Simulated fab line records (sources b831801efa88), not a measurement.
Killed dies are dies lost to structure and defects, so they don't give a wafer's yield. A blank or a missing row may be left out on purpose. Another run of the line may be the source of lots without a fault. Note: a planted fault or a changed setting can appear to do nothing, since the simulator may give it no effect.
fab line records | flow sky130
[record] lots = 7 | wafers = 21 | lastDay = 50
route steps=708 shown LI_CONTACT@364 PAD_OPEN@708
lots that met no fault: from a run of the same line without faults
startH: the number of hours between the record's first day and the start of the first shown wafer of the lot | waitH: how many hours have passed since the lot's step before this one | " as in the row above | L1.1+2: several wafers, shown together as one row | - no value present, or no start provided | * or withheld: withheld | < > ~ a bound
route shown NAME@n: NAME is a module with steps in the file, n the number in the route of the first one | usual: average and standard deviation across the fault-free wafers | same: alike in all rows | chamber/n: place in a boat | sites: the reading at each site | _std_site: how widely they spread, as a standard deviation | _edge_site: mean of outer sites minus mean of inner sites | radiusMm: how far each site lies from the wafer's centre | mask NAME#n: copy n | behind: tool/chamber where the wafer was last shaped | hold: cause of the lot's hold/its duration in hours/its outcome | device: which transistor (n, p or np) failed to switch | end of line: the route-end tests of the same wafers | for a step that has no rows: nothing shown but its recipe | killed: not the wafer's yield, but the dies lost to structure and defects at the first sort | map: the dies of a wafer, with x for killed, . for not killed, _ for no die there
set.NAME: the setting that was run; set.NAME@STEP: the one run at that earlier step | model.NAME: the simulator's own value behind a step, which no gauge read
lots at some steps of the route; a table a step, a row a wafer
services: from which hour (startH, from the record's first day; less than 0 if before it) a tool's chamber was out of use, for how many hours, and why
[[steps]]
[step SKY_LI_CONTACT_CMP_02]
[recipe] material = PSG | downForcePsi = 4 | platenRpm = 60 | padVelocityMS = 0.94248
[usual] edgeZonePressureFrac = 1.000/0.0051 | motorCurrentA = 11.5/1.4 | platenRpm = 60.00/0.043 | timeToEndpointS = 33.7/2.7
lot.wafer | tool   | chamber | startH | waitH | edgeZonePressureFrac | motorCurrentA | platenRpm | timeToEndpointS
L596.1    | cmp-02 | 0       | 666.51 | 0.1   | 1.008                | 11.7          | 59.97     | 36.0
L596.3    | "      | 1       | "      | "     | 0.996                | 12.4          | 59.99     | 33.0
L596.5    | "      | 2       | "      | "     | 1.002                | 10.9          | 59.99     | 38.6
L601.1    | cmp-01 | 3       | 716.31 | 0.1   | 0.999                | 10.5          | 60.02     | 33.3
L601.3    | "      | 1       | "      | "     | 1.012                | 11.0          | 59.93     | 35.9
L601.2    | "      | 2       | "      | "     | 0.996                | 10.4          | 59.98     | 36.6
L602.3    | cmp-01 | 3       | 721.09 | 0.0   | 0.998                | 10.3          | 59.97     | 30.7
L602.2    | "      | 1       | "      | "     | 1.001                | 10.7          | 60.01     | 35.3
L602.4    | "      | 2       | "      | "     | 0.989                | 10.0          | 60.03     | 35.2
L603.4    | cmp-02 | 2       | 728.28 | 0.1   | 0.999                | 10.7          | 60.01     | 34.4
L603.1    | "      | 3       | "      | "     | 1.006                | 13.3          | 59.94     | 32.5
L603.2    | "      | 0       | "      | "     | 0.993                | 12.3          | 59.98     | 31.7
L604.3    | cmp-01 | 0       | 737.67 | 0.1   | 1.000                | 12.8          | 60.04     | 39.1
L604.5    | "      | 2       | "      | "     | 1.003                | 9.1           | 60.00     | 38.8
L604.6    | "      | 3       | "      | "     | 1.003                | 10.1          | 59.98     | 34.1
L613.4    | cmp-01 | 1       | 806.36 | 0.2   | 0.983                | 10.3          | 60.04     | 34.3
L613.6    | "      | 2       | "      | "     | 0.997                | 9.9           | 59.99     | 37.6
L613.5    | "      | 3       | "      | "     | 1.004                | 9.9           | 59.91     | 29.3
L616.3    | cmp-01 | 0       | 843.17 | 0.0   | 1.002                | 13.3          | 60.04     | 30.5
L616.6    | "      | 0       | "      | "     | 1.003                | 13.2          | 60.02     | 33.6
L616.5    | "      | 1       | "      | "     | 0.994                | 10.1          | 59.99     | 36.2
[step SKY_LI_CONTACT_BOW_MEAS_03]
[recipe] mode = bow
[usual] LI_CONTACT_BOW = 55/6.2
lot.wafer | tool         | chamber | startH | waitH | LI_CONTACT_BOW[um]
L596.1    | filmMetro-04 | -       | 666.71 | 0.1   | 52
L596.3    | "            | -       | "      | "     | 59
L596.5    | "            | -       | "      | "     | 57
L601.1    | filmMetro-04 | -       | 716.61 | 0.2   | 59
L601.2    | "            | -       | "      | "     | 57
L601.3    | "            | -       | "      | "     | 52
L602.2    | filmMetro-01 | -       | 721.41 | 0.2   | 58
L602.3    | "            | -       | "      | "     | 56
L602.4    | "            | -       | "      | "     | 66
L603.1    | filmMetro-02 | -       | 728.53 | 0.1   | 54
L603.2    | "            | -       | "      | "     | 52
L603.4    | "            | -       | "      | "     | 47
L604.3    | filmMetro-01 | -       | 737.91 | 0.2   | 57
L604.5    | "            | -       | "      | "     | 56
L604.6    | "            | -       | "      | "     | 51
L613.4    | filmMetro-02 | -       | 806.57 | 0.2   | 40
L613.5    | "            | -       | "      | "     | 48
L613.6    | "            | -       | "      | "     | 55
L616.3    | filmMetro-04 | -       | 843.51 | 0.3   | 54
L616.5    | "            | -       | "      | "     | 53
L616.6    | "            | -       | "      | "     | 51
[step SKY_LI_CONTACT_DEHYDRATE_04]
[recipe] tempC = 200 | timeS = 60
[step SKY_LI_CONTACT_HMDS_05]
[recipe] primeTimeS = 60 | primeTempC = 120
[step SKY_LI_CONTACT_COAT_06]
[recipe] resist = BARC | tempC = withheld | timeS = withheld | spinRpm = 3000 | resistThkNm = 60
[step SKY_LI_CONTACT_COAT_07]
[recipe] resist = KrF-thick | spinRpm = 3000 | resistThkNm = 450
[step SKY_LI_CONTACT_SOFTBAKE_08]
[recipe] tempC = 100 | timeS = 90 | resist = KrF-thick
[step SKY_LI_CONTACT_EXPOSE_09]
[recipe] maskId = LICM1 | na = 0.8 | sourceShape = annular | sigmaInner = 0.55 | sigmaOuter = 0.85 | targetCdNm = 170 | doseMj = 38
[step SKY_LI_CONTACT_PEB_10]
[recipe] pebTempC = withheld | pebTimeS = withheld | resist = KrF-thick
[step SKY_LI_CONTACT_DEVELOP_11]
[recipe] developTimeS = 60 | resist = KrF-thick | devTempC = 21
[step SKY_LI_CONTACT_CD_MEAS_12]
[recipe] targetCdNm = 170
[usual] cdNm = 170.4/1.4
lot.wafer | tool     | chamber | startH | waitH | cdNm
L596.1    | cdSem-01 | -       | 695.18 | -     | 169.0
L596.3    | "        | -       | "      | "     | 169.3
L596.5    | "        | -       | "      | "     | 169.3
L601.1    | cdSem-01 | -       | 744.24 | -     | 171.4
L601.2    | "        | -       | "      | "     | 170.8
L601.3    | "        | -       | "      | "     | 171.6
L602.2    | cdSem-02 | -       | 748.41 | -     | 170.4
L602.3    | "        | -       | "      | "     | 172.2
L602.4    | "        | -       | "      | "     | 171.1
L603.1    | cdSem-02 | -       | 755.98 | -     | 170.8
L603.2    | "        | -       | "      | "     | 170.5
L603.4    | "        | -       | "      | "     | 170.5
L604.3    | cdSem-02 | -       | 764.87 | -     | 171.2
L604.5    | "        | -       | "      | "     | 169.7
L604.6    | "        | -       | "      | "     | 169.1
L613.4    | cdSem-02 | -       | 833.68 | -     | 169.2
L613.5    | "        | -       | "      | "     | 169.4
L613.6    | "        | -       | "      | "     | 169.0
L616.3    | cdSem-02 | -       | 868.82 | -     | 170.7
L616.5    | "        | -       | "      | "     | 170.2
L616.6    | "        | -       | "      | "     | 169.8
[step SKY_LI_CONTACT_OVL_MEAS_13]
[usual] LI_CONTACT_OVL = 1/5
lot.wafer | tool       | chamber | startH | waitH | LI_CONTACT_OVL[nm]
L596.1    | overlay-02 | -       | 695.30 | 0.1   | 0
L596.3    | "          | -       | "      | "     | 4
L596.5    | "          | -       | "      | "     | 7
L601.1    | overlay-02 | -       | 744.36 | 0.1   | 6
L601.2    | "          | -       | "      | "     | 1
L601.3    | "          | -       | "      | "     | 9
L602.2    | overlay-02 | -       | 748.52 | 0.1   | 2
L602.3    | "          | -       | "      | "     | 1
L602.4    | "          | -       | "      | "     | -2
L603.1    | overlay-01 | -       | 756.10 | 0.1   | 5
L603.2    | "          | -       | "      | "     | 9
L603.4    | "          | -       | "      | "     | 3
L604.3    | overlay-01 | -       | 764.97 | 0.1   | -6
L604.5    | "          | -       | "      | "     | 3
L604.6    | "          | -       | "      | "     | 7
L613.4    | overlay-02 | -       | 833.76 | 0.1   | -2
L613.5    | "          | -       | "      | "     | -3
L613.6    | "          | -       | "      | "     | 3
L616.3    | overlay-01 | -       | 868.92 | 0.1   | -7
L616.5    | "          | -       | "      | "     | -3
L616.6    | "          | -       | "      | "     | -2
[step SKY_LI_CONTACT_ETCH_14]
[recipe] chemistry = N2/H2 | target = BARC | ionEnergyEv = 200 | sourceW = 500 | biasW = 100 | pressureMtorr = 30 | n2FlowSccm = 100 | h2FlowSccm = 200 | stopOn = SiO2 | timeS = 45.9 | targetDepthA = 600
[usual] biasW = 99.99/0.28 | chamberPressureMTorr = 29.999/0.027 | drypumpMotorCurrentA = 5.8/0.44 | n2FlowSccm = 99.95/0.28 | oesProductAu = 0.854/0.0042 | throttleValvePct = 13.224/0.011
lot.wafer | tool       | chamber | startH | waitH | biasW  | chamberPressureMTorr | drypumpMotorCurrentA | n2FlowSccm | oesProductAu | rfHoursCounterH | throttleValvePct | model.KrF-thick_of_LI_CONTACT_COAT_07.thkNm
L596.1    | rieDiel-03 | 1       | 695.34 | 0.0   | 99.90  | 30.004               | 5.6                  | 99.87      | 0.846        | 41              | 13.239           | 393.2
L596.3    | "          | 0       | "      | "     | 99.96  | 30.008               | 6.3                  | 100.18     | 0.857        | 12              | 13.214           | 392.9
L596.5    | "          | 0       | "      | "     | 99.79  | 30.030               | 6.4                  | 100.10     | 0.857        | -               | 13.207           | 390.8
L601.1    | rieDiel-01 | 3       | 744.40 | 0.0   | 99.97  | 29.969               | 6.0                  | 99.70      | 0.855        | 18              | 13.208           | 393.3
L601.2    | "          | 0       | "      | "     | 100.16 | 30.018               | 5.5                  | 99.58      | 0.849        | 7               | 13.223           | 392.5
L601.3    | "          | 2       | "      | "     | 99.83  | 29.989               | 5.4                  | 99.93      | 0.857        | 2               | 13.224           | 393.8
L602.2    | rieDiel-02 | 2       | 748.55 | 0.0   | -      | -                    | -                    | -          | -            | -               | -                | 436.4
L602.3    | "          | 0       | "      | "     | -      | -                    | -                    | -          | -            | -               | -                | 435.1
L602.4    | "          | 1       | "      | "     | -      | -                    | -                    | -          | -            | -               | -                | 434.6
L603.1    | rieDiel-01 | 2       | 756.14 | 0.0   | -      | -                    | -                    | -          | -            | -               | -                | 437.8
L603.2    | "          | 0       | "      | "     | -      | -                    | -                    | -          | -            | -               | -                | 437.4
L603.4    | "          | 1       | "      | "     | -      | -                    | -                    | -          | -            | -               | -                | 437.1
L604.3    | rieDiel-02 | 1       | 764.99 | 0.0   | -      | -                    | -                    | -          | -            | -               | -                | 438.6
L604.5    | "          | 0       | "      | "     | -      | -                    | -                    | -          | -            | -               | -                | 436.4
L604.6    | "          | 3       | "      | "     | -      | -                    | -                    | -          | -            | -               | -                | 438.1
L613.4    | rieDiel-02 | 2       | 833.78 | 0.0   | 100.17 | 30.011               | 5.8                  | 100.32     | 0.858        | 3               | 13.207           | 392.3
L613.5    | "          | 3       | "      | "     | 100.23 | 29.998               | 5.3                  | 99.88      | 0.853        | -               | 13.227           | 394.5
L613.6    | "          | 0       | "      | "     | 99.55  | 30.025               | 6.2                  | 100.02     | 0.861        | -               | 13.212           | 392.7
L616.3    | rieDiel-02 | 2       | 868.94 | 0.0   | 99.83  | 30.000               | 5.8                  | 99.94      | 0.854        | 4               | 13.225           | 393.8
L616.5    | "          | 0       | "      | "     | 99.88  | 29.975               | 6.2                  | 99.75      | 0.853        | -               | 13.224           | 395
L616.6    | "          | 1       | "      | "     | 100.16 | 29.995               | 5.9                  | 99.90      | 0.848        | -               | 13.207           | 393.9
[step SKY_LI_CONTACT_ETCH_15]
[recipe] target = PSG | chemistry = C4F8/O2/Ar | stopOn = Si | taperDeg = 4.15 | maskMaterial = KrF-thick | sourceW = 1500 | biasW = 1200 | pressureMtorr = 40 | c4f8FlowSccm = withheld | O2_flow_sccm = 6 | Ar_flow_sccm = 300 | timeS = withheld | targetDepthA = 6000
[usual] biasW = 1200/3.3 | chamberPressureMTorr = 40.00/0.036 | oesProductAu = 0.837/0.0047
lot.wafer | tool       | chamber | startH | waitH | biasW | chamberPressureMTorr | oesProductAu | model.KrF-thick_of_LI_CONTACT_COAT_07.thkNm
L596.1    | rieDiel-03 | 1       | 695.38 | 0.0   | 1206  | 40.04                | 0.837        | 231.4
L596.3    | "          | 0       | "      | "     | 1204  | 40.04                | 0.837        | 231.1
L596.5    | "          | 0       | "      | "     | 1204  | 40.01                | 0.833        | 229.8
L601.1    | rieDiel-01 | 3       | 744.44 | 0.0   | 1199  | 40.03                | 0.835        | 232.2
L601.2    | "          | 0       | "      | "     | 1193  | 40.02                | 0.835        | 227.6
L601.3    | "          | 2       | "      | "     | 1201  | 39.99                | 0.837        | 233.5
L602.2    | rieDiel-02 | 2       | 748.59 | 0.0   | 1198  | 39.98                | 0.366        | 277.9
L602.3    | "          | 0       | "      | "     | 1195  | 39.97                | 0.384        | 278.8
L602.4    | "          | 1       | "      | "     | 1202  | 39.94                | 0.371        | 276.3
L603.1    | rieDiel-01 | 2       | 756.18 | 0.0   | 1194  | 40.00                | 0.372        | 275.6
L603.2    | "          | 0       | "      | "     | 1199  | 40.03                | 0.373        | 271.3
L603.4    | "          | 1       | "      | "     | 1203  | 39.99                | 0.376        | 280.9
L604.3    | rieDiel-02 | 1       | 765.03 | 0.0   | 1208  | 39.96                | 0.382        | 282.1
L604.5    | "          | 0       | "      | "     | 1196  | 40.03                | 0.380        | 278.8
L604.6    | "          | 3       | "      | "     | 1202  | 39.99                | 0.376        | 282.5
L613.4    | rieDiel-02 | 2       | 833.82 | 0.0   | 1201  | 39.99                | 0.830        | 229.4
L613.5    | "          | 3       | "      | "     | 1198  | 39.96                | 0.839        | 235
L613.6    | "          | 0       | "      | "     | 1200  | 40.02                | 0.839        | 229.6
L616.3    | rieDiel-02 | 2       | 868.98 | 0.0   | 1200  | 40.02                | 0.842        | 232.5
L616.5    | "          | 0       | "      | "     | 1204  | 40.01                | 0.845        | 234.1
L616.6    | "          | 1       | "      | "     | 1200  | 40.00                | 0.835        | 235.7
[step SKY_LI_CONTACT_STRIP_16]
[recipe] chemistry = O2/N2 | powerW = 1400 | pressureMtorr = 1500 | platenTempC = withheld | o2FlowSccm = 3000 | n2FlowSccm = 300 | overashFraction = 0.5
[usual] drypumpMotorCurrentA = 6.1/0.47 | n2FlowSccm = 300.0/0.95 | o2FlowSccm = 3001/8.2 | oesProductAu = 0.376/0.0053 | stripTimeToEndpointS = 3.51/0.042
lot.wafer | tool           | chamber | startH | waitH | drypumpMotorCurrentA | n2FlowSccm | o2FlowSccm | oesProductAu | rfHoursCounterH | stripTimeToEndpointS
L596.1    | plasmaAsher-04 | 0       | 695.47 | -     | 5.3                  | 299.7      | 2983       | 0.377        | 102             | 3.50
L596.3    | "              | 1       | "      | "     | 6.7                  | 302.0      | 2990       | 0.380        | -               | 3.51
L596.5    | "              | 1       | "      | "     | 6.7                  | 300.2      | 3002       | 0.376        | -               | 3.47
L601.1    | plasmaAsher-04 | 0       | 744.53 | -     | 5.4                  | 299.4      | 3000       | 0.381        | 0               | 3.49
L601.2    | "              | 1       | "      | "     | 6.7                  | 299.1      | 2989       | 0.372        | 0               | 3.45
L601.3    | "              | 0       | "      | "     | 5.4                  | 300.6      | 2994       | 0.386        | -               | 3.52
L602.2    | plasmaAsher-03 | 0       | 748.68 | -     | 6.5                  | 299.8      | 3008       | 0.395        | 33              | 3.98
L602.3    | "              | 0       | "      | "     | 6.4                  | 299.2      | 3012       | 0.395        | -               | 4.01
L602.4    | "              | 1       | "      | "     | 6.4                  | 300.0      | 3007       | 0.398        | -               | 3.98
L603.1    | plasmaAsher-04 | 0       | 756.27 | -     | 5.4                  | 299.9      | 3015       | 0.383        | 1               | 3.97
L603.2    | "              | 1       | "      | "     | 6.7                  | 302.6      | 3009       | 0.394        | 1               | 3.93
L603.4    | "              | 0       | "      | "     | 5.4                  | 300.1      | 3010       | 0.403        | -               | 4.03
L604.3    | plasmaAsher-04 | 0       | 765.15 | -     | 5.3                  | 298.7      | 3005       | 0.401        | -               | 4.04
L604.5    | "              | 0       | "      | "     | 5.4                  | 299.4      | 3000       | 0.396        | -               | 3.99
L604.6    | "              | 1       | "      | "     | 6.7                  | 299.7      | 3007       | 0.402        | -               | 4.03
L613.4    | plasmaAsher-04 | 1       | 833.94 | -     | 6.6                  | 299.1      | 3009       | 0.377        | -               | 3.48
L613.5    | "              | 1       | "      | "     | 6.7                  | 299.1      | 2993       | 0.370        | -               | 3.53
L613.6    | "              | 0       | "      | "     | 5.3                  | 300.0      | 3007       | 0.376        | -               | 3.46
L616.3    | plasmaAsher-03 | 1       | 869.10 | -     | 6.4                  | 299.3      | 3001       | 0.374        | -               | 3.52
L616.5    | "              | 0       | "      | "     | 6.4                  | 300.1      | 2993       | 0.373        | -               | 3.54
L616.6    | "              | 1       | "      | "     | 6.4                  | 300.3      | 3001       | 0.379        | -               | 3.54
[step SKY_LI_CONTACT_CLEAN_17]
[recipe] chemistry = NMP | timeS = 600 | tempC = 60 | dry = n2Spin
[step SKY_PAD_OPEN_PROBE_99]
[usual] killed_at_M0_to_M3 = 45/6.8 | killed_at_M4_up = 3.0/1.7 | killedAtContacts = 25/5.7 | killedAtFrontEnd = 15/4.6 | killedAtOther = 0.3/0.66 | killedDies = 88/9.5 | killedOnRim = 17/3.6 | killedOpen = 48/7.3 | killedShort = 39/6.5
[same] grossDies = 492 | killedAtBackSide = 0
lot.wafer | tool      | chamber | startH  | waitH | killed_at_M0_to_M3 | killed_at_M4_up | killedAtContacts | killedAtFrontEnd | killedAtOther | killedDies | killedOnRim | killedOpen | killedShort
L596.1    | prober-01 | -       | 1088.58 | 0.1   | 34                 | 2               | 33               | 18               | 0             | 87         | 14          | 50         | 36
L596.3    | prober-01 | -       | 1088.68 | 0.2   | 39                 | 2               | 27               | 15               | 0             | 83         | 14          | 60         | 23
L596.5    | prober-01 | -       | 1088.78 | 0.2   | 42                 | 3               | 21               | 12               | 0             | 78         | 15          | 40         | 38
L601.1    | prober-02 | -       | 1126.40 | 0.1   | 39                 | 4               | 23               | 18               | 1             | 85         | 15          | 48         | 37
L601.2    | prober-02 | -       | 1126.45 | 0.1   | 58                 | 0               | 19               | 15               | 0             | 92         | 18          | 51         | 38
L601.3    | prober-02 | -       | 1126.50 | 0.2   | 39                 | 2               | 23               | 22               | 0             | 86         | 16          | 49         | 37
L602.2    | prober-01 | -       | 1128.24 | 0.1   | 213                | 45              | 169              | 11               | 54            | 492        | 96          | 46         | 48
L602.3    | prober-01 | -       | 1128.29 | 0.2   | 222                | 56              | 165              | 6                | 43            | 492        | 96          | 50         | 38
L602.4    | prober-01 | -       | 1128.34 | 0.2   | 203                | 63              | 151              | 20               | 55            | 492        | 96          | 46         | 51
L603.1    | prober-02 | -       | 1133.27 | 0.1   | 224                | 53              | 153              | 12               | 50            | 492        | 96          | 48         | 36
L603.2    | prober-02 | -       | 1133.32 | 0.1   | 204                | 53              | 172              | 12               | 51            | 492        | 96          | 44         | 37
L603.4    | prober-02 | -       | 1133.42 | 0.2   | 205                | 46              | 178              | 15               | 48            | 492        | 96          | 43         | 37
L604.3    | prober-01 | -       | 1139.55 | 0.2   | 211                | 53              | 143              | 23               | 62            | 492        | 96          | 47         | 45
L604.5    | prober-01 | -       | 1139.65 | 0.2   | 195                | 72              | 166              | 12               | 47            | 492        | 96          | 55         | 31
L604.6    | prober-01 | -       | 1139.70 | 0.2   | 223                | 55              | 150              | 16               | 48            | 492        | 96          | 55         | 42
L616.3    | prober-02 | -       | 1205.91 | 0.2   | 50                 | 5               | 32               | 10               | 1             | 98         | 17          | 50         | 48
L616.5    | prober-02 | -       | 1206.01 | 0.2   | 30                 | 1               | 30               | 28               | 0             | 89         | 19          | 52         | 37
L616.6    | prober-02 | -       | 1206.06 | 0.2   | 48                 | 1               | 23               | 16               | 0             | 88         | 20          | 41         | 47
// killed by level:class
L596.1 LI_CONTACT:geometricParticle:open=11 CONTACT:geometricParticle:short=10 VIA1:geometricParticle:open=7 POLY_GATE:geometricParticle:open=6 LOCAL_INTERCONNECT:geometricParticle:short=5 CONTACT:geometricParticle:open=5 VIA3:geometricParticle:open=5 FIELD_ISO:geometricParticle:open=4
L596.3 CONTACT:geometricParticle:open=13 LI_CONTACT:geometricParticle:open=11 VIA1:geometricParticle:open=10 VIA3:geometricParticle:open=6 FIELD_ISO:geometricParticle:open=5 METAL1:geometricParticle:short=5 METAL2:geometricParticle:short=4 POLY_GATE:geometricParticle:open=3
L596.5 VIA1:geometricParticle:open=6 CONTACT:geometricParticle:open=6 VIA3:geometricParticle:open=6 METAL1:geometricParticle:short=6 VIA2:geometricParticle:open=6 METAL2:geometricParticle:short=5 POLY_GATE:geometricParticle:open=4 CONTACT:geometricParticle:short=4
L601.1 CONTACT:geometricParticle:open=9 VIA2:geometricParticle:open=7 FIELD_ISO:geometricParticle:short=6 LI_CONTACT:geometricParticle:open=6 VIA1:geometricParticle:open=6 VIA1:geometricParticle:short=6 FIELD_ISO:geometricParticle:open=5 POLY_GATE:geometricParticle:open=5
L601.2 VIA2:geometricParticle:open=12 VIA1:geometricParticle:open=10 METAL2:geometricParticle:short=8 CONTACT:geometricParticle:open=8 VIA3:geometricParticle:open=7 VIA1:geometricParticle:short=6 FIELD_ISO:geometricParticle:short=5 LI_CONTACT:geometricParticle:open=5
L601.3 CONTACT:geometricParticle:open=10 FIELD_ISO:geometricParticle:open=7 POLY_GATE:geometricParticle:open=7 VIA3:geometricParticle:open=7 VIA1:geometricParticle:open=6 METAL2:geometricParticle:short=6 FIELD_ISO:geometricParticle:short=5 CONTACT:geometricParticle:short=5
L602.2 LI_CONTACT:areaEtch=87 VIA3:areaExpose=36 CAPM:areaExpose=34 METAL3:areaExpose=32 VIA1:areaExpose=28 CONTACT:areaExpose=27 LOCAL_INTERCONNECT:areaExpose=26 VIA2:areaExpose=24
L602.3 LI_CONTACT:areaEtch=75 METAL1:areaExpose=41 VIA3:areaExpose=41 LOCAL_INTERCONNECT:areaExpose=35 VIA2:areaExpose=31 VIA1:areaExpose=28 METAL4:areaExpose=27 VIA4:areaExpose=26
L602.4 LI_CONTACT:areaEtch=74 CAP2M:areaExpose=32 METAL2:areaExpose=32 VIA4:areaExpose=30 METAL1:areaExpose=30 VIA2:areaExpose=29 CONTACT:areaExpose=28 METAL3:areaExpose=28
L603.1 LI_CONTACT:areaEtch=74 METAL3:areaExpose=34 VIA2:areaExpose=33 METAL2:areaExpose=31 VIA1:areaExpose=31 LOCAL_INTERCONNECT:areaExpose=29 CONTACT:areaExpose=28 CAP2M:areaExpose=27
L603.2 LI_CONTACT:areaEtch=84 METAL1:areaExpose=37 VIA3:areaExpose=32 METAL2:areaExpose=32 LOCAL_INTERCONNECT:areaExpose=32 VIA1:areaExpose=32 CAP2M:areaExpose=29 METAL4:areaExpose=26
L603.4 LI_CONTACT:areaEtch=99 METAL1:areaExpose=35 METAL3:areaExpose=29 CONTACT:areaExpose=28 VIA1:areaExpose=27 VIA3:areaExpose=26 METAL2:areaExpose=26 LOCAL_INTERCONNECT:areaExpose=25
L604.3 LI_CONTACT:areaEtch=61 METAL3:areaExpose=35 VIA2:areaExpose=32 CONTACT:areaExpose=32 METAL1:areaExpose=32 CAPM:areaExpose=31 CAP2M:areaExpose=31 METAL4:areaExpose=26
L604.5 LI_CONTACT:areaEtch=97 VIA4:areaExpose=43 METAL2:areaExpose=31 VIA3:areaExpose=31 CAPM:areaExpose=28 VIA1:areaExpose=28 CONTACT:areaExpose=25 METAL4:areaExpose=24
L604.6 LI_CONTACT:areaEtch=70 METAL2:areaExpose=43 VIA1:areaExpose=32 VIA2:areaExpose=31 METAL3:areaExpose=30 CAPM:areaExpose=28 VIA4:areaExpose=27 LOCAL_INTERCONNECT:areaExpose=27
L616.3 CONTACT:geometricParticle:open=10 VIA1:geometricParticle:open=10 LI_CONTACT:geometricParticle:open=9 VIA2:geometricParticle:open=9 METAL1:geometricParticle:short=7 VIA1:geometricParticle:short=7 LOCAL_INTERCONNECT:geometricParticle:short=6 VIA2:geometricParticle:short=5
L616.5 CONTACT:geometricParticle:open=14 POLY_GATE:geometricParticle:open=12 VIA3:geometricParticle:open=7 LI_CONTACT:geometricParticle:short=6 VIA1:geometricParticle:open=6 FIELD_ISO:geometricParticle:short=5 POLY_GATE:geometricParticle:short=5 CONTACT:geometricParticle:short=4
L616.6 METAL1:geometricParticle:short=11 VIA1:geometricParticle:open=9 LI_CONTACT:geometricParticle:open=7 METAL2:geometricParticle:short=7 LOCAL_INTERCONNECT:geometricParticle:short=6 CONTACT:geometricParticle:open=6 VIA3:geometricParticle:open=6 POLY_GATE:geometricParticle:short=5
// map L602.2 (x killed, . not)
__________xxxxxxxxxx_________
________xxxxxxxxxxxxxx_______
______xxxxxxxxxxxxxxxxxx_____
_____xxxxxxxxxxxxxxxxxxxx____
____xxxxxxxxxxxxxxxxxxxxxx___
___xxxxxxxxxxxxxxxxxxxxxxxx__
__xxxxxxxxxxxxxxxxxxxxxxxxxx_
_xxxxxxxxxxxxxxxxxxxxxxxxxxxx
_xxxxxxxxxxxxxxxxxxxxxxxxxxxx
_xxxxxxxxxxxxxxxxxxxxxxxxxxxx
_xxxxxxxxxxxxxxxxxxxxxxxxxxxx
_xxxxxxxxxxxxxxxxxxxxxxxxxxxx
_xxxxxxxxxxxxxxxxxxxxxxxxxxxx
_xxxxxxxxxxxxxxxxxxxxxxxxxxxx
_xxxxxxxxxxxxxxxxxxxxxxxxxxxx
__xxxxxxxxxxxxxxxxxxxxxxxxxx_
___xxxxxxxxxxxxxxxxxxxxxxxx__
____xxxxxxxxxxxxxxxxxxxxxx___
_____xxxxxxxxxxxxxxxxxxxx____
______xxxxxxxxxxxxxxxxxx_____
________xxxxxxxxxxxxxx_______
__________xxxxxxxxxx_________
// map L603.1 (x killed, . not)
__________xxxxxxxxxx_________
________xxxxxxxxxxxxxx_______
______xxxxxxxxxxxxxxxxxx_____
_____xxxxxxxxxxxxxxxxxxxx____
____xxxxxxxxxxxxxxxxxxxxxx___
___xxxxxxxxxxxxxxxxxxxxxxxx__
__xxxxxxxxxxxxxxxxxxxxxxxxxx_
_xxxxxxxxxxxxxxxxxxxxxxxxxxxx
_xxxxxxxxxxxxxxxxxxxxxxxxxxxx
_xxxxxxxxxxxxxxxxxxxxxxxxxxxx
_xxxxxxxxxxxxxxxxxxxxxxxxxxxx
_xxxxxxxxxxxxxxxxxxxxxxxxxxxx
_xxxxxxxxxxxxxxxxxxxxxxxxxxxx
_xxxxxxxxxxxxxxxxxxxxxxxxxxxx
_xxxxxxxxxxxxxxxxxxxxxxxxxxxx
__xxxxxxxxxxxxxxxxxxxxxxxxxx_
___xxxxxxxxxxxxxxxxxxxxxxxx__
____xxxxxxxxxxxxxxxxxxxxxx___
_____xxxxxxxxxxxxxxxxxxxx____
______xxxxxxxxxxxxxxxxxx_____
________xxxxxxxxxxxxxx_______
__________xxxxxxxxxx_________
[[services]]
tool           | chamber | startH | hours | kind
rieDiel-03     | 0       | 657.03 | 9.7   | repair
plasmaAsher-04 | -       | 689.17 | 3.7   | repair
rieDiel-02     | 2       | 699.69 | -     | clean
rieDiel-02     | 2       | 699.69 | 16.1  | scheduledDown
rieDiel-02     | 2       | 699.69 | 16.1  | ventCycle
plasmaAsher-04 | -       | 720.81 | 1.5   | repair
plasmaAsher-04 | -       | 733.75 | 9.0   | pm
plasmaAsher-04 | 0       | 733.75 | 9.0   | ventCycle
plasmaAsher-04 | 1       | 733.75 | 9.0   | ventCycle
plasmaAsher-04 | 0       | 742.75 | -     | clean
plasmaAsher-04 | 1       | 742.75 | -     | clean
cmp-02         | -       | 744.28 | 4.0   | pm
rieDiel-02     | 3       | 747.77 | 3.9   | repair
cmp-02         | -       | 752.86 | 1.8   | repair
cmp-02         | -       | 761.76 | 5.4   | pm
cmp-02         | -       | 792.80 | 5.1   | pm
cmp-02         | -       | 800.27 | 2.1   | repair
cmp-02         | -       | 801.34 | 0.4   | repair
rieDiel-03     | 1       | 806.29 | 4.7   | repair
rieDiel-01     | 0       | 817.27 | 7.7   | repair
cmp-01         | -       | 817.28 | 5.5   | pm
cmp-01         | -       | 824.66 | 0.5   | repair
plasmaAsher-03 | -       | 824.98 | 3.7   | repair
cmp-01         | -       | 861.68 | 2.6   | repair
[[key]]
[firstSign] step = SKY_LI_CONTACT_ETCH_14 | reading = toolRecord | direction = missing
[effect] step = SKY_LI_CONTACT_ETCH_15 | reading = oesProductAu | direction = down | sigmas = 99+ | usual = 0.837 | struck = 0.375
[effect] step = SKY_LI_CONTACT_STRIP_16 | reading = stripTimeToEndpointS | direction = up | sigmas = 12 | usual = * | struck = *
[effect] step = SKY_PAD_OPEN_PROBE_99 | reading = killedAtOther | direction = up | sigmas = 51 | usual = 0.3 | struck = 50.9
[modelEffect] step = SKY_LI_CONTACT_ETCH_14 | value = KrF-thick_of_LI_CONTACT_COAT_07.thkNm | without = 394 | struck = 436.8
[modelEffect] step = SKY_LI_CONTACT_ETCH_15 | value = KrF-thick_of_LI_CONTACT_COAT_07.thkNm | without = 235.4 | struck = 278.2
[moreKillsBornAt] SKY_LI_CONTACT_ETCH_14@rieDiel-02 = 464
metAt SKY_LI_CONTACT_ETCH_14
struckWafers L602.2,L602.3,L602.4,L603.1,L603.2,L603.4,L604.3,L604.5,L604.6
laterRowsLeftOut L602.2,L602.3,L602.4,L603.1,L603.2,L603.4,L604.3,L604.5,L604.6
testerLeftOut L602,L603,L604
onsetBetween 744.40 748.55
[fault] kind = skippedStepWhole | tool = rieDiel-01,rieDiel-02 | chamber = - | onsetH = 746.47 | steps = SKY_LI_CONTACT_ETCH_14 | scope = struckLotsOnly
// testerLeftOut: of these lots the tester's yield and bins aren't shown, on N5 and GAA mostly nor the transistor test; their killed dies are dies lost to structure and defects alone, not to doping, threshold or leakage, so they don't give the yield
// laterRowsLeftOut: the simulator's readings of these wafers behind a module that went badly wrong aren't trusted and aren't shown, but for the sort
